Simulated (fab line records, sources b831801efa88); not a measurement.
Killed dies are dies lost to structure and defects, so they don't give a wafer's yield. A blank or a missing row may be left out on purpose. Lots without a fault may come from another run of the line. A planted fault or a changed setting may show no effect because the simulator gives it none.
Which tool did it? | flow gf180mcu | 13 lots, 39 wafers sampled, at 3 steps of a route of 602

WHAT THE GAUGES READ, wafer by wafer
GF_MVPSD_OVL_MEAS_07. Usual: MVPSD_OVL 0.6 nm, standard deviation 1.4.
lot  | measured     | on         | MVPSD_OVL (nm)    | flag
L698 | day 5 05:33  | overlay-01 | 0.8 0.3 1.8       |
L700 | day 5 15:59  | overlay-02 | 1.6 2.0 1.4       |
L701 | day 6 01:59  | overlay-01 | 0.7 0.0 0.6       |
L702 | day 6 04:59  | overlay-02 | 1.0 -0.4 -0.1     |
L703 | day 6 11:15  | overlay-01 | 0.7 0.7 -0.3      |
L704 | day 6 23:27  | overlay-01 | 2.0 1.2 1.9       |
L707 | day 7 15:39  | overlay-02 | 292.2 290.1 292.4 | OFF
L710 | day 8 05:32  | overlay-01 | 294.7 294.2 295.4 | OFF
L712 | day 8 17:44  | overlay-01 | 0.8 1.4 2.4       |
L713 | day 9 01:00  | overlay-01 | 2.1 2.2 3.9       |
L714 | day 9 06:05  | overlay-02 | 1.8 -0.4 0.4      |
L716 | day 9 19:05  | overlay-02 | 1.1 1.0 2.2       |
L718 | day 10 07:03 | overlay-01 | 1.5 1.0 2.1       |

GF_M2_RS_MEAS_05: measures by four-point-probe. Usual: M2_ALCU_RS 0.0691 ohm/sq, standard deviation 0.00078.
lot  | measured     | on            | M2_ALCU_RS (ohm/sq)  | flag
L698 | day 18 12:07 | film_metro-02 | 0.0683 0.0686 0.0685 |
L700 | day 19 01:49 | film_metro-03 | 0.0694 0.0692 0.0689 |
L701 | day 19 19:07 | film_metro-03 | 0.0692 0.0689 0.0692 |
L702 | day 20 01:21 | film_metro-04 | 0.0688 0.0692 0.0692 |
L703 | day 20 13:32 | film_metro-03 | 0.0694 0.0704 0.0692 |
L704 | day 21 07:17 | film_metro-03 | 0.0704 0.0695 0.0699 |
L707 | day 22 05:53 | film_metro-04 | 0.0682 0.0684 0.0679 |
L710 | day 23 01:02 | film_metro-04 | 0.0695 0.0696 0.0694 |
L712 | day 23 17:16 | film_metro-02 | 0.0685 0.0674 0.0681 |
L713 | day 24 00:49 | film_metro-02 | 0.0686 0.0687 0.0699 |
L714 | day 24 07:05 | film_metro-03 | 0.0692 0.0690 0.0691 |
L716 | day 25 01:13 | film_metro-02 | 0.0679 0.0689 0.0702 |
L718 | day 25 15:45 | film_metro-04 | 0.0690 0.0683 0.0691 |

WHICH TOOL RAN EACH LOT (tool, then ch and the chambers of the sampled wafers, then the start)
lot  | GF_MVPSD_EXPOSE_04
L698 | iline_stepper-01 ch 0, day 4 22:29
L700 | iline_stepper-01 ch 0, day 5 09:19
L701 | iline_stepper-01 ch 0, day 5 18:50
L702 | iline_stepper-01 ch 0, day 5 21:56
L703 | iline_stepper-02 ch 0, day 6 04:06
L704 | iline_stepper-01 ch 0, day 6 15:49
L707 | iline_stepper-01 ch 0, day 7 08:31
L710 | iline_stepper-01 ch 0, day 7 21:51
L712 | iline_stepper-02 ch 0, day 8 09:14
L713 | iline_stepper-02 ch 0, day 8 17:22
L714 | iline_stepper-02 ch 0, day 8 22:46
L716 | iline_stepper-02 ch 0, day 9 10:43
L718 | iline_stepper-02 ch 0, day 9 23:08
- GF_MVPSD_EXPOSE_04: exposes mask MVPSD, target cd 1000 nm.

WHAT THE TOOLS THEMSELVES READ (means of the sampled wafers that have a number; where no wafer has one, the mark that the record gives instead)
The record holds no such reading with a usual standard deviation.

THE ANSWER, worked out from the rows above alone
Rule: a lot is off if the mean of its wafers that have a number lies more than 3 standard deviations from the usual mean. A lot without any number at a reading at which 4 lots or more have one is off too. The other lots that the step has rows for count as sound. The gauges are gone through in route order, then the tools' own readings, and for those a lot's mean is taken as printed above. The first step at which some lot is off is used, and at that step the reading that is off furthest; a lot without a number counts as furthest.
Off: L707, L710, at GF_MVPSD_OVL_MEAS_07 (MVPSD_OVL).
A tool fits if, at a process step before that reading, it ran every lot that is off, and no sound lot after the first of them. The gauges at GF_MVPSD_OVL_MEAS_07 are tried like those tools. One fits: iline_stepper-01 at GF_MVPSD_EXPOSE_04. Its last sound lot is L704 (day 6 15:49), its first lot that is off L707 (day 7 08:31): a fault that began between those two fits.

WHAT THE SIMULATOR HAD PUT IN
Scanner matching overlay: iline_stepper-01, from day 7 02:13 on, at GF_MVPSD_EXPOSE_04. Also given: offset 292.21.
Lots struck among those shown: L707, L710. The rule above found the same.
